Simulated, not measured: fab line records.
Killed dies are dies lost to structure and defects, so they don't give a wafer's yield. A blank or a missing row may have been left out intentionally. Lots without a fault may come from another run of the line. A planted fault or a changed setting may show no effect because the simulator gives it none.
2 desks, one fault :: flow sky130 :: every desk sees just its own numbers, and what lay behind them comes last

== METROLOGY DESK ==
What the gauges read for every lot (on any tool): the sampled wafers with a number, averaged. The brackets show how far a lot's mean lies from the usual mean; more than 4 standard deviations puts the lot out of limits, marked OUT.
Columns: A = CONTACT_HDPCVD_THK at SKY_CONTACT_THK_MEAS_03, usual 566 nm; B = CONTACT_BOW at SKY_CONTACT_BOW_MEAS_05, usual 82 um
lot: L838
first seen here: day 31 10:49
A: 566
B: 78

lot: L839
first seen here: day 31 14:19
A: 559
B: 81

lot: L840
first seen here: day 31 20:19
A: 568
B: 74

lot: L841
first seen here: day 32 07:40
A: 563
B: 76

lot: L842
first seen here: day 32 12:28
A: 566
B: 84

lot: L843
first seen here: day 32 17:07
A: 561
B: 83

lot: L844
first seen here: day 32 21:36
A: 560
B: 74

lot: L848
first seen here: day 34 01:47
A: 574
B: 82

lot: L849
first seen here: day 34 14:56
A: 564
B: 82

lot: L851
first seen here: day 35 00:07
A: 572
B: 73

lot: L852
first seen here: day 35 18:23
A: 562
B: 92

lot: L855
first seen here: day 36 08:37
A: 571
B: 84

lot: L858
first seen here: day 37 05:39
A: 568
B: 88

lot: L859
first seen here: day 37 16:35
A: 568
B: 74
This desk's finding: nothing out of limits on any of the 14 lots.

== DESK OF THE TOOL OWNER: lithoTrack-02 ==
The tool's own readings at SKY_CONTACT_SOFTBAKE_10 (time 90 s): means of the sampled wafers that have a number, for each lot that ran on this tool. The brackets show how far a lot's mean lies from the usual mean; more than 4 standard deviations puts the lot out of limits, marked OUT.
Columns: A = heaterPowerTotalW at SKY_CONTACT_SOFTBAKE_10, usual 57.35 W; B = runLengthS at SKY_CONTACT_SOFTBAKE_10, usual 119.18 s
lot: L839
first seen here: day 32 04:00
A: 57.44
B: 119.37

lot: L843
first seen here: day 33 06:00
A: 57.36
B: 119.38

lot: L849
first seen here: day 35 04:00
A: 65.83 (+77) OUT
B: 88.34 (-99 or more) OUT

lot: L851
first seen here: day 35 14:00
A: 65.98 (+78) OUT
B: 88.43 (-99 or more) OUT

lot: L852
first seen here: day 36 06:00
A: 65.79 (+77) OUT
B: 88.35 (-99 or more) OUT
Finding of this desk: L849, L851, L852 out of limits; the first was L849 at day 35 04:00, on heaterPowerTotalW at SKY_CONTACT_SOFTBAKE_10. Within limits: L839, L843.

== PUT TOGETHER ==
At day 35 04:00, on L849, L851, L852, the tool owner's desk was in a position to raise an alarm.
At the metrology desk, nothing out of limits was observed.
The metrology desk holds a record of L849, L851, L852, inside its limits.
The lots listed all ran SKY_CONTACT_SOFTBAKE_10 on lithoTrack-02.

== WHAT HAD BEEN PUT IN BY THE SIMULATOR ==
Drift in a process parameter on lithoTrack-02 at SKY_CONTACT_SOFTBAKE_10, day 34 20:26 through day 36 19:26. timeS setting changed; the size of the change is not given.
Struck lots among those shown: L849, L851, L852.
Each desk's first reading out of limits, in hours after the fault started: the tool owner's desk, 8.
